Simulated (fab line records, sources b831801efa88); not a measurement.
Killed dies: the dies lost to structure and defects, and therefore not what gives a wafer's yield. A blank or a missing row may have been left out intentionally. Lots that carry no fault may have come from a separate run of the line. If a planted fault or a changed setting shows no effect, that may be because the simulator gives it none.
fab line records    flow gf180mcu
record: lots: 7  wafers: 21  lastDay: 33
route steps=602 shown STI@2
lots that met no fault: from a run of the same line without faults
startH: start of the lot's first displayed wafer, in hours after the record's first day    waitH: time in hours since the lot's previous step    " the same as in the row above    L1.1+2: one row covering several wafers at once    - no value present, or no start provided    * or withheld: withheld    < > ~ a bound
route shown NAME@n: NAME is a module with steps in the file, n the number in the route of the first one    usual: mean and standard deviation over wafers with no fault    same: alike in all rows    chamber/n: place in a boat    sites: each site's reading    _std_site: standard deviation of those values    _edge_site: outer sites' mean less inner sites'    radiusMm: for every site, how far away it sits from the centre of the wafer    mask NAME#n: copy n    behind: the last tool/chamber to shape the wafer    hold: cause of the lot's hold/its duration in hours/its outcome    device: names the non-switching transistor (n, p or np)    end of line: the tests these same wafers got at the end of their route    a step given without rows: its recipe and nothing more    killed: the dies lost at the first sort to structure and to defects; this is not the yield of the wafer    map: a wafer's dies, marking killed ones x, the rest . and places with no die _
set.NAME: the setting as run; set.NAME@STEP: as run at that earlier step    model.NAME: the simulator's own value behind a step, which no gauge read
lots seen at some steps along the route; tables by step, rows by wafer
services: the hour from which a tool's chamber was out of use, counted from the record's first day as startH (under 0 if before that day), plus the number of hours and why
== steps ==
step: GF_STI_OXIDATION_01
recipe: tempC: 900  ambient: O2  stabiliseS: 600  purgeS: 300  targetThkA: 100  oxTimeS: 1418
step: GF_STI_THK_MEAS_02
recipe: reads: SiO2_of_STI_OXIDATION_01
usual: STI_OXIDATION_THK: 9.98/0.2
lot.wafer  tool          chamber  startH  waitH  STI_OXIDATION_THK[nm]
L344.1     filmMetro-04  -        11.51   0.0    10.28
L344.4     "             -        "       "      10.37
L344.6     "             -        "       "      10.36
L349.2     filmMetro-04  -        38.56   0.0    9.83
L349.3     "             -        "       "      9.99
L349.5     "             -        "       "      9.88
L356.2     filmMetro-04  -        75.70   0.0    10.16
L356.5     "             -        "       "      10.10
L356.6     "             -        "       "      10.15
L357.1     filmMetro-02  -        81.05   0.0    10.32
L357.3     "             -        "       "      10.09
L357.5     "             -        "       "      10.31
L359.1     filmMetro-01  -        88.82   0.0    9.91
L359.2     "             -        "       "      9.86
L359.5     "             -        "       "      9.64
L362.3     filmMetro-02  -        102.47  0.0    9.93
L362.4     "             -        "       "      9.88
L362.5     "             -        "       "      10.18
L366.1     filmMetro-04  -        121.51  0.0    9.83
L366.4     "             -        "       "      10.08
L366.6     "             -        "       "      9.82
step: GF_STI_CVD_03
recipe: material: Si3N4  precursor: DCS/NH3  targetThkNm: 207.16  tempC: 773.8  timeS: 3551  pressureMtorr: 250
step: GF_STI_THK_MEAS_04
recipe: reads: Si3N4_of_STI_CVD_03
usual: STI_CVD_03_THK: 223.0/2
lot.wafer  tool          chamber  startH  waitH  STI_CVD_03_THK[nm]
L344.1     filmMetro-01  -        13.56   0.0    222.9
L344.4     "             -        "       "      224.3
L344.6     "             -        "       "      221.8
L349.2     filmMetro-02  -        40.61   0.0    219.0
L349.3     "             -        "       "      220.0
L349.5     "             -        "       "      220.2
L356.2     filmMetro-01  -        78.74   0.0    220.6
L356.5     "             -        "       "      221.1
L356.6     "             -        "       "      220.7
L357.1     filmMetro-02  -        83.10   0.0    223.4
L357.3     "             -        "       "      222.5
L357.5     "             -        "       "      224.4
L359.1     filmMetro-01  -        91.81   0.0    221.6
L359.2     "             -        "       "      222.8
L359.5     "             -        "       "      223.5
L362.3     filmMetro-01  -        104.51  0.0    224.6
L362.4     "             -        "       "      223.4
L362.5     "             -        "       "      222.8
L366.1     filmMetro-04  -        123.56  0.0    222.6
L366.4     "             -        "       "      224.3
L366.6     "             -        "       "      226.0
step: GF_STI_DEHYDRATE_05
recipe: tempC: 200  timeS: 60
step: GF_STI_HMDS_06
recipe: primeTimeS: 60  primeTempC: 120
step: GF_STI_COAT_07
recipe: resist: KrF  spinRpm: withheld  resistThkNm: 700
step: GF_STI_SOFTBAKE_08
recipe: tempC: 130  timeS: 60  resist: KrF
step: GF_STI_EXPOSE_09
recipe: maskId: COMP  targetCdNm: 220  na: 0.68  sourceShape: conventional  sigmaOuter: 0.6  doseMj: 28
step: GF_STI_PEB_10
recipe: pebTempC: 135  pebTimeS: 90  resist: KrF
step: GF_STI_DEVELOP_11
recipe: developTimeS: 60  devTempC: 21
step: GF_STI_CD_MEAS_12
recipe: targetCdNm: 220
usual: cdNm: 220.1/1.3
lot.wafer  tool      chamber  startH  waitH  cdNm
L344.1     cdSem-01  -        24.70   0.1    220.8
L344.4     "         -        "       "      220.1
L344.6     "         -        "       "      219.8
L349.2     cdSem-02  -        52.83   0.1    221.1
L349.3     "         -        "       "      221.3
L349.5     "         -        "       "      219.8
L356.2     cdSem-01  -        91.17   0.1    220.0
L356.5     "         -        "       "      220.2
L356.6     "         -        "       "      220.3
L357.1     cdSem-01  -        95.25   0.1    220.7
L357.3     "         -        "       "      219.5
L357.5     "         -        "       "      219.6
L359.1     cdSem-02  -        105.20  0.1    219.1
L359.2     "         -        "       "      219.3
L359.5     "         -        "       "      218.8
L362.3     cdSem-02  -        118.44  0.1    218.0
L362.4     "         -        "       "      218.2
L362.5     "         -        "       "      218.5
L366.1     cdSem-02  -        138.43  0.1    218.0
L366.4     "         -        "       "      218.8
L366.6     "         -        "       "      218.1
step: GF_STI_ETCH_13
recipe: chemistry: CHF3/O2  stopOn: Si  overEtchFrac: 0.3  targetDepthA: 2823.1  sourceW: 600  biasW: 200  pressureMtorr: 40  chf3FlowSccm: 50  O2_flow_sccm: 5  timeS: 112.9
usual: drypumpMotorCurrentA: 5.5/0.53  oesProductAu: 0.867/0.0073  overEtchFrac: 0.3/0  throttleValvePct: 8.821/0.009
lot.wafer  tool        chamber  startH  waitH  drypumpMotorCurrentA  oesProductAu  overEtchFrac  rfHoursCounterH  throttleValvePct  model.KrF_of_STI_COAT_07.thkNm
L344.1     rieDiel-03  0        24.82   0.1    5.1                   0.857         0.3           8                8.828             442.4
L344.4     "           0        "       "      5.0                   0.868         0.3           -                8.819             438.5
L344.6     "           2        "       "      5.1                   0.865         0.3           -                8.823             441.9
L349.2     rieDiel-04  0        52.93   0.1    5.4                   0.859         0.3           163              8.834             434.4
L349.3     "           2        "       "      6.1                   0.855         0.3           0                8.809             441.5
L349.5     "           2        "       "      6.1                   0.870         0.3           -                8.813             441.7
L356.2     rieDiel-04  2        91.27   0.1    6.1                   0.787         0.53755       1                8.803             393.5
L356.5     "           1        "       "      5.5                   0.787         0.53755       -                8.794             396.2
L356.6     "           2        "       "      6.2                   0.791         0.53755       -                8.791             394.3
L357.1     rieDiel-04  1        95.37   0.1    5.6                   0.791         0.53755       95               8.803             400
L357.3     "           2        "       "      6.1                   0.790         0.53755       1                8.808             394.1
L357.5     "           1        "       "      5.5                   0.792         0.53755       -                8.787             397
L359.1     rieDiel-04  2        105.32  0.1    6.1                   0.789         0.53755       2                8.793             398.8
L359.2     "           3        "       "      5.0                   0.781         0.53755       43               8.799             398.3
L359.5     "           0        "       "      5.4                   0.788         0.53755       -                8.801             388.2
L362.3     rieDiel-03  0        118.52  0.1    5.1                   0.872         0.3           10               8.815             442.5
L362.4     "           3        "       "      6.6                   0.867         0.3           2                8.829             445.4
L362.5     "           1        "       "      5.1                   0.857         0.3           -                8.832             437.8
L366.1     rieDiel-01  1        138.55  0.1    5.8                   0.865         0.3           2                8.834             451.5
L366.4     "           3        "       "      5.3                   0.879         0.3           108              8.808             438.9
L366.6     "           0        "       "      6.0                   0.875         0.3           -                8.817             440.9
step: GF_STI_ETCH_14
recipe: target: Si  chemistry: HBr/Cl2/O2  targetDepthNm: 360  icpW: 600  biasW: 150  pressureMtorr: 15  HBr_flow_sccm: 150  Cl2_flow_sccm: 40  O2_flow_sccm: 6  timeS: 102.9
usual: drypumpMotorCurrentA: 5.6/0.51  oesProductAu: 1.000/0.01  throttleValvePct: 25.657/0.011
lot.wafer  tool      chamber  startH  waitH  drypumpMotorCurrentA  oesProductAu  rfHoursCounterH  throttleValvePct  model.KrF_of_STI_COAT_07.thkNm
L344.1     rieSi-01  2        24.90   0.0    5.8                   0.997         50               25.662            324
L344.4     "         3        "       "      5.8                   1.001         64               25.644            317.5
L344.6     "         2        "       "      5.8                   1.006         -                25.665            321.4
L349.2     rieSi-01  1        53.00   0.0    6.6                   1.011         150              25.664            312.9
L349.3     "         0        "       "      5.4                   1.004         146              25.665            322.2
L349.5     "         2        "       "      5.8                   0.992         -                25.679            323.2
L356.2     rieSi-02  3        91.35   0.0    5.0                   1.004         2                25.661            274.5
L356.5     "         1        "       "      5.2                   0.993         -                25.664            278.1
L356.6     "         2        "       "      4.9                   1.016         -                25.662            271.6
L357.1     rieSi-01  0        95.45   0.0    5.4                   1.000         146              25.654            279.8
L357.3     "         2        "       "      5.8                   0.996         50               25.660            274.1
L357.5     "         0        "       "      5.4                   1.007         -                25.644            276.5
L359.1     rieSi-01  3        105.40  0.0    5.8                   1.001         65               25.652            278.2
L359.2     "         2        "       "      5.8                   1.007         50               25.667            278.5
L359.5     "         1        "       "      6.5                   0.995         -                25.658            270.6
L362.3     rieSi-01  0        118.59  0.0    5.4                   0.981         0                25.660            326.6
L362.4     "         1        "       "      6.6                   0.999         0                25.664            326
L362.5     "         3        "       "      5.8                   1.003         -                25.651            316.8
L366.1     rieSi-01  3        138.63  0.0    5.9                   1.004         65               25.667            329.6
L366.4     "         1        "       "      6.5                   1.001         0                25.640            317.9
L366.6     "         2        "       "      5.8                   1.019         -                25.657            318.4
step: GF_STI_STRIP_15
recipe: chemistry: O2/N2  powerW: 1400  pressureMtorr: 1500  platenTempC: 250  o2FlowSccm: 2936  n2FlowSccm: 300  overashFraction: 0.5
usual: drypumpMotorCurrentA: 6.0/0.47  heaterPowerW: 318/18  oesProductAu: 0.383/0.0052  stripTimeToEndpointS: 3.74/0.047
same: overashFraction: 0.5
lot.wafer  tool            chamber  startH  waitH  drypumpMotorCurrentA  heaterPowerW  oesProductAu  rfHoursCounterH  stripTimeToEndpointS
L344.1     plasmaAsher-02  1        24.97   0.0    6.5                   307           0.385         36               3.79
L344.4     "               0        "       "      5.7                   310           0.379         -                3.71
L344.6     "               1        "       "      6.5                   294           0.385         -                3.75
L349.2     plasmaAsher-03  0        53.08   0.0    5.8                   315           0.379         26               3.66
L349.3     "               1        "       "      6.8                   344           0.385         -                3.75
L349.5     "               0        "       "      5.7                   313           0.383         -                3.77
L356.2     plasmaAsher-02  1        91.42   0.0    6.5                   308           0.361         42               3.26
L356.5     "               1        "       "      6.5                   298           0.370         -                3.28
L356.6     "               0        "       "      5.7                   314           0.367         -                3.22
L357.1     plasmaAsher-02  1        95.52   0.0    6.5                   306           0.365         43               3.31
L357.3     "               0        "       "      5.7                   316           0.365         -                3.24
L357.5     "               1        "       "      6.5                   306           0.363         -                3.26
L359.1     plasmaAsher-03  0        105.48  0.0    5.8                   315           0.360         31               3.28
L359.2     "               1        "       "      6.8                   353           0.364         31               3.29
L359.5     "               0        "       "      5.8                   318           0.368         -                3.22
L362.3     plasmaAsher-02  1        118.70  0.1    6.4                   299           0.377         -                3.81
L362.4     "               0        "       "      5.7                   309           0.382         -                3.80
L362.5     "               1        "       "      6.5                   302           0.389         -                3.70
L366.1     plasmaAsher-02  1        138.70  0.0    6.5                   304           0.388         47               3.84
L366.4     "               1        "       "      6.5                   306           0.393         -                3.71
L366.6     "               1        "       "      6.4                   300           0.383         -                3.73
step: GF_STI_CLEAN_16
recipe: chemistry: dHF  timeS: 25  dilution: 100:1
== services ==
tool            chamber  startH  hours  kind
rieSi-01        0        9.42    1.4    repair
rieDiel-01      2        18.83   2.1    repair
rieDiel-04      2        25.61   -      clean
rieDiel-04      2        25.61   19.3   scheduledDown
rieDiel-04      2        25.61   19.3   ventCycle
rieSi-01        1        27.40   1.5    repair
rieDiel-01      1        31.74   6.5    repair
rieSi-02        1        71.33   7.4    repair
rieDiel-03      1        72.04   37.1   repair
rieSi-01        0        76.03   6.9    repair
rieSi-01        1        82.90   -      clean
rieSi-01        1        82.90   13.7   scheduledDown
rieSi-01        1        82.90   13.7   ventCycle
rieDiel-03      -        85.91   28.1   pm
rieDiel-01      2        91.48   11.9   repair
rieDiel-01      3        95.47   4.9    repair
plasmaAsher-03  -        98.06   2.1    repair
rieSi-01        0        101.92  -      clean
rieSi-01        0        101.92  15.8   scheduledDown
rieSi-01        0        101.92  15.8   ventCycle
rieDiel-04      0        119.53  10.4   repair
rieDiel-04      0        129.96  -      clean
rieDiel-04      0        129.96  21.4   scheduledDown
rieDiel-04      -        133.71  1.2    repair
== key ==
firstSign: step: GF_STI_ETCH_13  reading: overEtchFrac  direction: up  sigmas: 99+  usual: 0.3  struck: 0.53755
effect: step: GF_STI_ETCH_13  reading: oesProductAu  direction: down  sigmas: 11  usual: 0.867  struck: 0.788
effect: step: GF_STI_STRIP_15  reading: stripTimeToEndpointS  direction: down  sigmas: 10  usual: *  struck: *
modelEffect: step: GF_STI_ETCH_13  value: KrF_of_STI_COAT_07.thkNm  without: 440.4  struck: 395.6
modelEffect: step: GF_STI_ETCH_14  value: KrF_of_STI_COAT_07.thkNm  without: 320.6  struck: 275.8
metAt GF_STI_ETCH_13
struckWafers L356.2,L356.5,L356.6,L357.1,L357.3,L357.5,L359.1,L359.2,L359.5
rowsEnd L356.2,L356.5,L356.6
testerLeftOut L357,L359
onsetBetween 52.93 91.27
fault: kind: processParameterDrift  tool: rieDiel-04  chamber: -  onsetH: 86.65  steps: GF_STI_ETCH_13  channel: overEtchFrac  offset: 0.23755  shape: step  endH: 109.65  stated: 0.3
testerLeftOut: of these lots the tester's yield and bins aren't shown, on N5 and GAA mostly nor the transistor test; their killed dies are dies lost to structure and defects alone, not to doping, threshold or leakage, so they don't give the yield
rowsEnd: these wafers met a further fault down the route, and their rows from its step on are left out
